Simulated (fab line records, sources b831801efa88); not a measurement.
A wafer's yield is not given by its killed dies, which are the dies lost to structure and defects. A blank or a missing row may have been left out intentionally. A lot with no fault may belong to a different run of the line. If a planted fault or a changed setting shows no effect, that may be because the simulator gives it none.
Code-filled problem report in 8D (eight disciplines) form -- flow gf180mcu -- the parts of the form that need people (team, actions taken, sign-off) are left out

== 1. WHAT IS WRONG ==
V1_W_RS at GF_V1_RS_MEAS_24 reads a mean of 0.383 ohm/sq on 2 wafers of 2 lots; wafers without a fault read 0.326 ohm/sq with a standard deviation of 0.0048. That puts it +12 standard deviations away from the usual mean.
The step: measures by four-point-probe.
First observed at day 25 07:36: wafer L950.1, on filmMetro-04. The record has a number at this step for 31 wafers belonging to 11 lots. By rule, "out" or "out of limits" means more than 4 standard deviations away from the usual mean. The other wafers with a number count as sound.

== 2. WHAT THIS IS AND IS NOT ==
question,is,is not
which readings at this step,V1_W_RS,-
which lots,"L950, L951","L931, L932, L933, L934, L938, L939, L940, L941, L942"
which wafers of those lots,"L950.1, L951.6","L950.2, L951.5"
read on which gauges,"filmMetro-01, filmMetro-04",filmMetro-02
when,from day 25 07:36,up to then (28 sound wafers); but 1 sound wafer of L951 came after

== 3. THE SUSPECTS, EACH WITH WHAT RULES IT OUT ==
Counting: any tool at a process step up to the reading remains a suspect provided it ran every lot that is out. Sound lots after the first of them don't rule it out here, since some wafers of a struck lot are sound.
- the gauge at GF_V1_RS_MEAS_24 has been ruled out. The wafers that are out were read on 2 gauges (filmMetro-01, filmMetro-04).
- cvdW-02 at GF_V1_CVD_23 (deposits W, target thk 350 nm, time 105.05 s): kept. Every lot that is out went through it, the first being L950 (day 25 07:29); the last sound lot it ran before that was L942 (day 21 23:14).
- Within cvdW-02 at GF_V1_CVD_23: the wafers that are out ran in chamber 0; their sound lot-mates ran in chamber 1.
After counting, what remains is cvdW-02 at GF_V1_CVD_23.

== 4. THE CAUSE (what the simulator had put in) ==
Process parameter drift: cvdW-02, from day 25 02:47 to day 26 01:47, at GF_V1_CVD_23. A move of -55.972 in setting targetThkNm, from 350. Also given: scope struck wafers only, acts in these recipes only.
The count eliminated every tool but this one.

== 5. THE CHAIN OF EFFECTS, in route order ==
Each row: a reading where the mean over the struck wafers with a number is more than 3 standard deviations away from the usual. Readings are gone through only where the record gives a usual standard deviation; hours: the median, over the lots, of the time from a lot's start at the first step in this table giving one to that lot's start at this step; sigmas: the change measured in usual standard deviations.
hours,step,reading,usual,on struck wafers,change,sigmas
0,GF_V1_RS_MEAS_24,V1_W_RS,0.326 ohm/sq,0.383,+0.057,+12
7,GF_V1_THK_MEAS_25,V1_W_THK,358 nm,304,-54,-7.8
12,GF_V1_CMP_26,timeToEndpointS,83 s,72,-11,-3.4
Its process steps:
- GF_V1_CMP_26: polishes, stops on SiO2, t overpolish 15 s, target thk 0 nm.

== 6. HOW IT WOULD HAVE BEEN CAUGHT EARLIER ==
Counted from the fault's start at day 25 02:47, it took 5 hours until the first out-of-limits reading at a measuring or inspecting step in this record, taken at day 25 07:36.
Of the tool readings at GF_V1_CVD_23 for which the record gives a usual standard deviation, none was out on any struck wafer, so an alarm limit of 4 standard deviations on them would not have fired.
Lots out: 2; of these, L951 started GF_V1_CVD_23 on cvdW-02 after day 25 07:36. Putting the tool on hold at that point would have spared it.
